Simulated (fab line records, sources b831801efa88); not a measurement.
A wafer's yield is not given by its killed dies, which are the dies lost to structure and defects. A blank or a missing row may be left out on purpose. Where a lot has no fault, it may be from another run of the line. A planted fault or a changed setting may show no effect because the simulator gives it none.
fab line records / flow sky130 / part 2 of 2: steps 23 to 31 of 31
[record] lots = 5 wafers = 15 lastDay = 50
route steps=708 shown RES_PROTECT@210 POLY_GATE@213 LDD_N@237
lots with no fault: from the same line, run without faults
startH: hours from the record's first day to the start of the lot's first wafer shown / waitH: hours elapsed since this lot's preceding step / " as in the row above / L1.1+2: several wafers, shown together as one row / - value missing, or start not given / * or withheld: withheld / < > ~ a bound
route shown NAME@n: a module of which the file shows steps, and the number in the route of the first / usual: average and standard deviation across the fault-free wafers / same: alike in all rows / chamber/n: place in a boat / sites: each site's reading / _std_site: the standard deviation of these / _edge_site: outer sites' mean less inner sites' / radiusMm: for every site, how far away it sits from the centre of the wafer / mask NAME#n: copy n / behind: the tool/chamber that last shaped the wafer / hold: cause of the lot's hold/its duration in hours/its outcome / device: the transistor (n, p or np) that didn't switch / end of line: tests run on the same wafers once the route is complete / for a step that has no rows: nothing shown but its recipe / killed: dies lost to structure and defects at the first sort, not the wafer's yield / map: a wafer's dies, marking killed ones x, the rest . and places with no die _
set.NAME: the setting as run; set.NAME@STEP: as run at that earlier step / model.NAME: the simulator's own value behind a step, which no gauge read
a table for each step, a row for each wafer; lots at some steps of the route
services: a tool's chamber out of use, with start hour (startH, from the record's first day; less than 0 if before it), hours out, and reason
[[steps]]
[step SKY_POLY_GATE_STRIP_18]
[recipe] chemistry = O2/N2 powerW = 1400 pressureMtorr = 1500 platenTempC = withheld o2FlowSccm = 3000 n2FlowSccm = 300 overashFraction = 0.5
[usual] drypumpMotorCurrentA = 5.5/0.42 oesProductAu = 0.361/0.0046 stripTimeToEndpointS = 3.17/0.035
lot.wafer=L082.1 tool=plasmaAsher-02 chamber=0 startH=454.74 waitH=0.0 drypumpMotorCurrentA=5.2 oesProductAu=0.363 rfHoursCounterH=71 stripTimeToEndpointS=3.19
lot.wafer=L082.2 tool=plasmaAsher-02 chamber=1 startH=454.74 waitH=0.0 drypumpMotorCurrentA=5.0 oesProductAu=0.363 rfHoursCounterH=71 stripTimeToEndpointS=3.16
lot.wafer=L082.5 tool=plasmaAsher-02 chamber=0 startH=454.74 waitH=0.0 drypumpMotorCurrentA=5.2 oesProductAu=0.360 rfHoursCounterH=- stripTimeToEndpointS=3.15
lot.wafer=L083.4 tool=plasmaAsher-03 chamber=1 startH=456.48 waitH=0.1 drypumpMotorCurrentA=6.2 oesProductAu=0.358 rfHoursCounterH=- stripTimeToEndpointS=3.19
lot.wafer=L083.5 tool=plasmaAsher-03 chamber=1 startH=456.48 waitH=0.1 drypumpMotorCurrentA=6.2 oesProductAu=0.357 rfHoursCounterH=- stripTimeToEndpointS=3.17
lot.wafer=L083.6 tool=plasmaAsher-03 chamber=0 startH=456.48 waitH=0.1 drypumpMotorCurrentA=5.7 oesProductAu=0.365 rfHoursCounterH=- stripTimeToEndpointS=3.13
lot.wafer=L085.3 tool=plasmaAsher-02 chamber=0 startH=480.62 waitH=0.1 drypumpMotorCurrentA=5.2 oesProductAu=0.349 rfHoursCounterH=- stripTimeToEndpointS=3.16
lot.wafer=L085.4 tool=plasmaAsher-02 chamber=1 startH=480.62 waitH=0.1 drypumpMotorCurrentA=5.0 oesProductAu=0.366 rfHoursCounterH=- stripTimeToEndpointS=3.21
lot.wafer=L085.5 tool=plasmaAsher-02 chamber=1 startH=480.62 waitH=0.1 drypumpMotorCurrentA=5.0 oesProductAu=0.362 rfHoursCounterH=- stripTimeToEndpointS=3.14
lot.wafer=L095.2 tool=plasmaAsher-01 chamber=1 startH=562.09 waitH=0.0 drypumpMotorCurrentA=5.6 oesProductAu=0.359 rfHoursCounterH=40 stripTimeToEndpointS=3.21
lot.wafer=L095.3 tool=plasmaAsher-01 chamber=0 startH=562.09 waitH=0.0 drypumpMotorCurrentA=5.8 oesProductAu=0.365 rfHoursCounterH=- stripTimeToEndpointS=3.25
lot.wafer=L095.5 tool=plasmaAsher-01 chamber=0 startH=562.09 waitH=0.0 drypumpMotorCurrentA=5.8 oesProductAu=0.357 rfHoursCounterH=- stripTimeToEndpointS=3.24
lot.wafer=L096.3 tool=plasmaAsher-01 chamber=0 startH=564.47 waitH=0.1 drypumpMotorCurrentA=5.8 oesProductAu=0.358 rfHoursCounterH=- stripTimeToEndpointS=3.18
lot.wafer=L096.4 tool=plasmaAsher-01 chamber=1 startH=564.47 waitH=0.1 drypumpMotorCurrentA=5.6 oesProductAu=0.356 rfHoursCounterH=- stripTimeToEndpointS=3.16
lot.wafer=L096.6 tool=plasmaAsher-01 chamber=1 startH=564.47 waitH=0.1 drypumpMotorCurrentA=5.7 oesProductAu=0.363 rfHoursCounterH=- stripTimeToEndpointS=3.19
[step SKY_POLY_GATE_CLEAN_19]
[recipe] chemistry = SC1/SC2 mix = 1:4:20 tempC = 70 timeS = 150 dry = n2Spin
[usual] bathHeatDutyPct = 14.2/1.6
lot.wafer=L082.1 tool=wetBench-02 chamber=3 startH=454.84 waitH=0.1 bathHeatDutyPct=13.0
lot.wafer=L082.2 tool=wetBench-02 chamber=3 startH=454.84 waitH=0.1 bathHeatDutyPct=13.8
lot.wafer=L082.5 tool=wetBench-02 chamber=3 startH=454.84 waitH=0.1 bathHeatDutyPct=13.5
lot.wafer=L083.4 tool=wetBench-01 chamber=1 startH=456.54 waitH=0.0 bathHeatDutyPct=12.3
lot.wafer=L083.5 tool=wetBench-01 chamber=1 startH=456.54 waitH=0.0 bathHeatDutyPct=12.9
lot.wafer=L083.6 tool=wetBench-01 chamber=1 startH=456.54 waitH=0.0 bathHeatDutyPct=13.4
lot.wafer=L085.3 tool=wetBench-04 chamber=1 startH=480.69 waitH=0.0 bathHeatDutyPct=17.9
lot.wafer=L085.4 tool=wetBench-04 chamber=1 startH=480.69 waitH=0.0 bathHeatDutyPct=16.5
lot.wafer=L085.5 tool=wetBench-04 chamber=1 startH=480.69 waitH=0.0 bathHeatDutyPct=14.9
lot.wafer=L095.2 tool=wetBench-04 chamber=1 startH=562.19 waitH=0.1 bathHeatDutyPct=17.9
lot.wafer=L095.3 tool=wetBench-04 chamber=1 startH=562.19 waitH=0.1 bathHeatDutyPct=17.2
lot.wafer=L095.5 tool=wetBench-04 chamber=1 startH=562.19 waitH=0.1 bathHeatDutyPct=16.1
lot.wafer=L096.3 tool=wetBench-01 chamber=2 startH=564.54 waitH=0.0 bathHeatDutyPct=15.1
lot.wafer=L096.4 tool=wetBench-01 chamber=2 startH=564.54 waitH=0.0 bathHeatDutyPct=13.2
lot.wafer=L096.6 tool=wetBench-01 chamber=2 startH=564.54 waitH=0.0 bathHeatDutyPct=13.8
[step SKY_POLY_GATE_OXIDATION_20]
[recipe] tempC = 850 ambient = O2 stabiliseS = 600 purgeS = 300 targetThkA = 40 oxTimeS = 899
[usual] tubeCenterTempC = 850.01/0.08 zonePowerTopPct = 33.3/0.76
lot.wafer=L082.1 tool=furnace-01 chamber=0 startH=457.56 waitH=2.7 tubeCenterTempC=849.99 zonePowerTopPct=33.2
lot.wafer=L082.2 tool=furnace-01 chamber=0 startH=457.56 waitH=2.7 tubeCenterTempC=849.91 zonePowerTopPct=33.3
lot.wafer=L082.5 tool=furnace-01 chamber=0 startH=457.56 waitH=2.7 tubeCenterTempC=849.95 zonePowerTopPct=32.4
lot.wafer=L083.4 tool=furnace-01 chamber=0 startH=457.56 waitH=1.0 tubeCenterTempC=849.91 zonePowerTopPct=32.0
lot.wafer=L083.5 tool=furnace-01 chamber=0 startH=457.56 waitH=1.0 tubeCenterTempC=850.1 zonePowerTopPct=32.9
lot.wafer=L083.6 tool=furnace-01 chamber=0 startH=457.56 waitH=1.0 tubeCenterTempC=850.03 zonePowerTopPct=33.4
lot.wafer=L085.3 tool=furnace-02 chamber=0 startH=480.74 waitH=0.0 tubeCenterTempC=850.09 zonePowerTopPct=33.5
lot.wafer=L085.4 tool=furnace-02 chamber=0 startH=480.74 waitH=0.0 tubeCenterTempC=849.91 zonePowerTopPct=34.5
lot.wafer=L085.5 tool=furnace-02 chamber=0 startH=480.74 waitH=0.0 tubeCenterTempC=849.84 zonePowerTopPct=33.9
lot.wafer=L095.2 tool=furnace-02 chamber=0 startH=562.24 waitH=0.0 tubeCenterTempC=850.05 zonePowerTopPct=33.5
lot.wafer=L095.3 tool=furnace-02 chamber=0 startH=562.24 waitH=0.0 tubeCenterTempC=849.98 zonePowerTopPct=34.2
lot.wafer=L095.5 tool=furnace-02 chamber=0 startH=562.24 waitH=0.0 tubeCenterTempC=849.98 zonePowerTopPct=34.6
lot.wafer=L096.3 tool=furnace-02 chamber=0 startH=564.59 waitH=0.0 tubeCenterTempC=849.96 zonePowerTopPct=33.5
lot.wafer=L096.4 tool=furnace-02 chamber=0 startH=564.59 waitH=0.0 tubeCenterTempC=849.98 zonePowerTopPct=34.1
lot.wafer=L096.6 tool=furnace-02 chamber=0 startH=564.59 waitH=0.0 tubeCenterTempC=849.94 zonePowerTopPct=34.3
[step SKY_POLY_GATE_THK_MEAS_21]
[recipe] reads = SiO2_of_POLY_GATE_OXIDATION_20
[usual] POLY_GATE_OXIDATION_THK = 4.02/0.076
lot.wafer=L083.4 tool=filmMetro-02 chamber=- startH=458.88 waitH=0.1 POLY_GATE_OXIDATION_THK[nm]=3.96
lot.wafer=L083.5 tool=filmMetro-02 chamber=- startH=458.88 waitH=0.1 POLY_GATE_OXIDATION_THK[nm]=4.02
lot.wafer=L083.6 tool=filmMetro-02 chamber=- startH=458.88 waitH=0.1 POLY_GATE_OXIDATION_THK[nm]=4.00
lot.wafer=L082.1 tool=filmMetro-02 chamber=- startH=458.91 waitH=0.1 POLY_GATE_OXIDATION_THK[nm]=3.95
lot.wafer=L082.2 tool=filmMetro-02 chamber=- startH=458.91 waitH=0.1 POLY_GATE_OXIDATION_THK[nm]=3.90
lot.wafer=L082.5 tool=filmMetro-02 chamber=- startH=458.91 waitH=0.1 POLY_GATE_OXIDATION_THK[nm]=4.00
lot.wafer=L085.3 tool=filmMetro-01 chamber=- startH=482.01 waitH=0.0 POLY_GATE_OXIDATION_THK[nm]=3.96
lot.wafer=L085.4 tool=filmMetro-01 chamber=- startH=482.01 waitH=0.0 POLY_GATE_OXIDATION_THK[nm]=3.93
lot.wafer=L085.5 tool=filmMetro-01 chamber=- startH=482.01 waitH=0.0 POLY_GATE_OXIDATION_THK[nm]=4.03
lot.wafer=L095.2 tool=filmMetro-01 chamber=- startH=563.50 waitH=0.0 POLY_GATE_OXIDATION_THK[nm]=4.11
lot.wafer=L095.3 tool=filmMetro-01 chamber=- startH=563.50 waitH=0.0 POLY_GATE_OXIDATION_THK[nm]=4.09
lot.wafer=L095.5 tool=filmMetro-01 chamber=- startH=563.50 waitH=0.0 POLY_GATE_OXIDATION_THK[nm]=4.17
lot.wafer=L096.3 tool=filmMetro-03 chamber=- startH=565.86 waitH=0.0 POLY_GATE_OXIDATION_THK[nm]=4.12
lot.wafer=L096.4 tool=filmMetro-03 chamber=- startH=565.86 waitH=0.0 POLY_GATE_OXIDATION_THK[nm]=4.08
lot.wafer=L096.6 tool=filmMetro-03 chamber=- startH=565.86 waitH=0.0 POLY_GATE_OXIDATION_THK[nm]=4.13
[step SKY_POLY_GATE_CD_MEAS_22]
[usual] cdNm = 149.1/2.1
lot.wafer=L082.1 tool=cdSem-01 chamber=- startH=458.97 waitH=0.1 cdNm=147.1
lot.wafer=L082.2 tool=cdSem-01 chamber=- startH=458.97 waitH=0.1 cdNm=149.4
lot.wafer=L082.5 tool=cdSem-01 chamber=- startH=458.97 waitH=0.1 cdNm=147.5
lot.wafer=L083.4 tool=cdSem-02 chamber=- startH=459.00 waitH=0.1 cdNm=147.1
lot.wafer=L083.5 tool=cdSem-02 chamber=- startH=459.00 waitH=0.1 cdNm=149.5
lot.wafer=L083.6 tool=cdSem-02 chamber=- startH=459.00 waitH=0.1 cdNm=152.1
lot.wafer=L085.3 tool=cdSem-02 chamber=- startH=482.19 waitH=0.2 cdNm=148.1
lot.wafer=L085.4 tool=cdSem-02 chamber=- startH=482.19 waitH=0.2 cdNm=150.2
lot.wafer=L085.5 tool=cdSem-02 chamber=- startH=482.19 waitH=0.2 cdNm=148.5
lot.wafer=L095.2 tool=cdSem-02 chamber=- startH=563.57 waitH=0.1 cdNm=146.6
lot.wafer=L095.3 tool=cdSem-02 chamber=- startH=563.57 waitH=0.1 cdNm=149.6
lot.wafer=L095.5 tool=cdSem-02 chamber=- startH=563.57 waitH=0.1 cdNm=147.8
lot.wafer=L096.3 tool=cdSem-02 chamber=- startH=565.96 waitH=0.1 cdNm=150.3
lot.wafer=L096.4 tool=cdSem-02 chamber=- startH=565.96 waitH=0.1 cdNm=152.7
lot.wafer=L096.6 tool=cdSem-02 chamber=- startH=565.96 waitH=0.1 cdNm=148.3
[step SKY_LDD_N_DEHYDRATE_00]
[recipe] tempC = 200 timeS = 60
[usual] chillPlateTempC = 23.01/0.11 exhaustPa = 44.9/0.94
lot.wafer=L082.1 tool=lithoTrack-01 chamber=0 startH=473.03 waitH=14.0 chillPlateTempC=23.07 exhaustPa=45.5
lot.wafer=L082.2 tool=lithoTrack-01 chamber=0 startH=473.03 waitH=14.0 chillPlateTempC=22.99 exhaustPa=44.6
lot.wafer=L082.5 tool=lithoTrack-01 chamber=0 startH=473.03 waitH=14.0 chillPlateTempC=23.15 exhaustPa=45.8
lot.wafer=L083.4 tool=lithoTrack-03 chamber=0 startH=473.09 waitH=14.1 chillPlateTempC=22.92 exhaustPa=44.5
lot.wafer=L083.5 tool=lithoTrack-03 chamber=0 startH=473.09 waitH=14.1 chillPlateTempC=23.03 exhaustPa=45.0
lot.wafer=L083.6 tool=lithoTrack-03 chamber=0 startH=473.09 waitH=14.1 chillPlateTempC=22.86 exhaustPa=45.5
lot.wafer=L085.3 tool=lithoTrack-01 chamber=0 startH=495.13 waitH=12.9 chillPlateTempC=22.98 exhaustPa=46.2
lot.wafer=L085.4 tool=lithoTrack-01 chamber=0 startH=495.13 waitH=12.9 chillPlateTempC=22.96 exhaustPa=43.7
lot.wafer=L085.5 tool=lithoTrack-01 chamber=0 startH=495.13 waitH=12.9 chillPlateTempC=23.00 exhaustPa=45.0
lot.wafer=L095.2 tool=lithoTrack-01 chamber=0 startH=578.86 waitH=15.3 chillPlateTempC=23.00 exhaustPa=44.0
lot.wafer=L095.3 tool=lithoTrack-01 chamber=0 startH=578.86 waitH=15.3 chillPlateTempC=23.14 exhaustPa=44.7
lot.wafer=L095.5 tool=lithoTrack-01 chamber=0 startH=578.86 waitH=15.3 chillPlateTempC=23.02 exhaustPa=45.9
lot.wafer=L096.3 tool=lithoTrack-01 chamber=0 startH=580.48 waitH=14.5 chillPlateTempC=23.15 exhaustPa=44.5
lot.wafer=L096.4 tool=lithoTrack-01 chamber=0 startH=580.48 waitH=14.5 chillPlateTempC=23.02 exhaustPa=44.8
lot.wafer=L096.6 tool=lithoTrack-01 chamber=0 startH=580.48 waitH=14.5 chillPlateTempC=22.86 exhaustPa=44.6
[step SKY_LDD_N_HMDS_01]
[recipe] primeTimeS = 60 primeTempC = 120
[usual] chillPlateTempC = 23.03/0.11 exhaustPa = 45.0/0.73
lot.wafer=L082.1 tool=lithoTrack-01 chamber=0 startH=473.18 waitH=0.1 chillPlateTempC=23.01 exhaustPa=46.1
lot.wafer=L082.2 tool=lithoTrack-01 chamber=0 startH=473.18 waitH=0.1 chillPlateTempC=23.09 exhaustPa=44.9
lot.wafer=L082.5 tool=lithoTrack-01 chamber=0 startH=473.18 waitH=0.1 chillPlateTempC=23.08 exhaustPa=45.3
lot.wafer=L083.4 tool=lithoTrack-03 chamber=0 startH=473.24 waitH=0.1 chillPlateTempC=23.18 exhaustPa=44.9
lot.wafer=L083.5 tool=lithoTrack-03 chamber=0 startH=473.24 waitH=0.1 chillPlateTempC=23.14 exhaustPa=44.1
lot.wafer=L083.6 tool=lithoTrack-03 chamber=0 startH=473.24 waitH=0.1 chillPlateTempC=23.11 exhaustPa=44.6
lot.wafer=L085.3 tool=lithoTrack-01 chamber=0 startH=495.28 waitH=0.1 chillPlateTempC=22.93 exhaustPa=46.0
lot.wafer=L085.4 tool=lithoTrack-01 chamber=0 startH=495.28 waitH=0.1 chillPlateTempC=22.86 exhaustPa=44.7
lot.wafer=L085.5 tool=lithoTrack-01 chamber=0 startH=495.28 waitH=0.1 chillPlateTempC=22.95 exhaustPa=46.3
lot.wafer=L095.2 tool=lithoTrack-01 chamber=0 startH=579.01 waitH=0.1 chillPlateTempC=22.97 exhaustPa=44.7
lot.wafer=L095.3 tool=lithoTrack-01 chamber=0 startH=579.01 waitH=0.1 chillPlateTempC=22.93 exhaustPa=44.8
lot.wafer=L095.5 tool=lithoTrack-01 chamber=0 startH=579.01 waitH=0.1 chillPlateTempC=22.80 exhaustPa=45.4
lot.wafer=L096.3 tool=lithoTrack-01 chamber=0 startH=580.63 waitH=0.1 chillPlateTempC=23.11 exhaustPa=44.2
lot.wafer=L096.4 tool=lithoTrack-01 chamber=0 startH=580.63 waitH=0.1 chillPlateTempC=22.97 exhaustPa=46.8
lot.wafer=L096.6 tool=lithoTrack-01 chamber=0 startH=580.63 waitH=0.1 chillPlateTempC=23.03 exhaustPa=44.7
[step SKY_LDD_N_COAT_02]
[recipe] resist = NOVOLAK spinRpm = 3000 resistThkNm = 300
[usual] chillPlateTempC = 22.99/0.1 exhaustPa = 44.9/0.83
lot.wafer=L082.1 tool=lithoTrack-01 chamber=0 startH=473.33 waitH=0.1 chillPlateTempC=23.19 exhaustPa=45.3
lot.wafer=L082.2 tool=lithoTrack-01 chamber=0 startH=473.33 waitH=0.1 chillPlateTempC=23.05 exhaustPa=45.0
lot.wafer=L082.5 tool=lithoTrack-01 chamber=0 startH=473.33 waitH=0.1 chillPlateTempC=23.25 exhaustPa=45.3
lot.wafer=L083.4 tool=lithoTrack-03 chamber=0 startH=473.39 waitH=0.1 chillPlateTempC=22.94 exhaustPa=44.5
lot.wafer=L083.5 tool=lithoTrack-03 chamber=0 startH=473.39 waitH=0.1 chillPlateTempC=22.93 exhaustPa=45.1
lot.wafer=L083.6 tool=lithoTrack-03 chamber=0 startH=473.39 waitH=0.1 chillPlateTempC=22.98 exhaustPa=45.3
lot.wafer=L085.3 tool=lithoTrack-01 chamber=0 startH=495.43 waitH=0.1 chillPlateTempC=23.02 exhaustPa=45.4
lot.wafer=L085.4 tool=lithoTrack-01 chamber=0 startH=495.43 waitH=0.1 chillPlateTempC=23.08 exhaustPa=45.3
lot.wafer=L085.5 tool=lithoTrack-01 chamber=0 startH=495.43 waitH=0.1 chillPlateTempC=23.08 exhaustPa=44.9
lot.wafer=L095.2 tool=lithoTrack-01 chamber=0 startH=579.16 waitH=0.1 chillPlateTempC=22.91 exhaustPa=43.0
lot.wafer=L095.3 tool=lithoTrack-01 chamber=0 startH=579.16 waitH=0.1 chillPlateTempC=22.93 exhaustPa=45.6
lot.wafer=L095.5 tool=lithoTrack-01 chamber=0 startH=579.16 waitH=0.1 chillPlateTempC=22.92 exhaustPa=42.7
lot.wafer=L096.3 tool=lithoTrack-01 chamber=0 startH=580.78 waitH=0.1 chillPlateTempC=23.11 exhaustPa=44.5
lot.wafer=L096.4 tool=lithoTrack-01 chamber=0 startH=580.78 waitH=0.1 chillPlateTempC=23.05 exhaustPa=44.0
lot.wafer=L096.6 tool=lithoTrack-01 chamber=0 startH=580.78 waitH=0.1 chillPlateTempC=23.11 exhaustPa=44.6
[step SKY_LDD_N_SOFTBAKE_03]
[recipe] tempC = 90 timeS = 60 resist = NOVOLAK
[usual] chillPlateTempC = 23.01/0.11 exhaustPa = 45.1/1.1
lot.wafer=L082.1 tool=lithoTrack-01 chamber=0 startH=473.48 waitH=0.1 chillPlateTempC=22.90 exhaustPa=45.4
lot.wafer=L082.2 tool=lithoTrack-01 chamber=0 startH=473.48 waitH=0.1 chillPlateTempC=22.96 exhaustPa=44.3
lot.wafer=L082.5 tool=lithoTrack-01 chamber=0 startH=473.48 waitH=0.1 chillPlateTempC=23.05 exhaustPa=44.4
lot.wafer=L083.4 tool=lithoTrack-03 chamber=0 startH=473.54 waitH=0.1 chillPlateTempC=22.90 exhaustPa=46.5
lot.wafer=L083.5 tool=lithoTrack-03 chamber=0 startH=473.54 waitH=0.1 chillPlateTempC=23.04 exhaustPa=45.9
lot.wafer=L083.6 tool=lithoTrack-03 chamber=0 startH=473.54 waitH=0.1 chillPlateTempC=23.07 exhaustPa=45.0
lot.wafer=L085.3 tool=lithoTrack-01 chamber=0 startH=495.58 waitH=0.1 chillPlateTempC=22.93 exhaustPa=45.2
lot.wafer=L085.4 tool=lithoTrack-01 chamber=0 startH=495.58 waitH=0.1 chillPlateTempC=22.95 exhaustPa=44.6
lot.wafer=L085.5 tool=lithoTrack-01 chamber=0 startH=495.58 waitH=0.1 chillPlateTempC=23.11 exhaustPa=44.7
lot.wafer=L095.2 tool=lithoTrack-01 chamber=0 startH=579.31 waitH=0.1 chillPlateTempC=23.11 exhaustPa=42.3
lot.wafer=L095.3 tool=lithoTrack-01 chamber=0 startH=579.31 waitH=0.1 chillPlateTempC=23.05 exhaustPa=43.9
lot.wafer=L095.5 tool=lithoTrack-01 chamber=0 startH=579.31 waitH=0.1 chillPlateTempC=23.05 exhaustPa=44.9
lot.wafer=L096.3 tool=lithoTrack-01 chamber=0 startH=580.93 waitH=0.1 chillPlateTempC=22.98 exhaustPa=44.7
lot.wafer=L096.4 tool=lithoTrack-01 chamber=0 startH=580.93 waitH=0.1 chillPlateTempC=22.90 exhaustPa=44.7
lot.wafer=L096.6 tool=lithoTrack-01 chamber=0 startH=580.93 waitH=0.1 chillPlateTempC=22.86 exhaustPa=44.9
[[services]]
tool=krfScanner-01 chamber=- startH=394.38 hours=0.8 kind=pm
tool=krfScanner-01 chamber=- startH=395.13 hours=3.6 kind=pm
tool=rieSi-01 chamber=3 startH=396.55 hours=8.2 kind=repair
tool=lpcvd-02 chamber=- startH=397.14 hours=0.6 kind=repair
tool=krfScanner-01 chamber=- startH=406.07 hours=1.0 kind=pm
tool=rieDiel-04 chamber=3 startH=407.66 hours=7.9 kind=repair
tool=rieSi-01 chamber=1 startH=413.72 hours=21.1 kind=repair
tool=furnace-02 chamber=- startH=417.88 hours=3.7 kind=pm
tool=rieSi-01 chamber=2 startH=419.83 hours=6.8 kind=repair
tool=lpcvd-02 chamber=- startH=429.17 hours=2.5 kind=repair
tool=furnace-02 chamber=- startH=441.64 hours=20.0 kind=repair
tool=rieDiel-04 chamber=0 startH=446.55 hours=10.1 kind=repair
tool=plasmaAsher-01 chamber=- startH=451.72 hours=25.9 kind=repair
tool=plasmaAsher-03 chamber=- startH=459.58 hours=5.8 kind=repair
tool=furnace-02 chamber=- startH=461.62 hours=3.9 kind=pm
tool=krfScanner-01 chamber=- startH=463.15 hours=1.3 kind=pm
tool=ilineStepper-01 chamber=- startH=474.50 hours=4.4 kind=pm
tool=rieDiel-01 chamber=3 startH=482.51 hours=4.1 kind=repair
tool=rieDiel-04 chamber=2 startH=489.63 hours=2.4 kind=repair
tool=rieSi-01 chamber=- startH=489.88 hours=4.3 kind=pm
tool=krfScanner-01 chamber=- startH=513.16 hours=7.2 kind=pm
tool=rieDiel-01 chamber=1 startH=548.90 hours=4.2 kind=repair
tool=wetBench-04 chamber=- startH=568.31 hours=3.0 kind=repair
tool=ilineStepper-01 chamber=- startH=577.11 hours=1.7 kind=pm
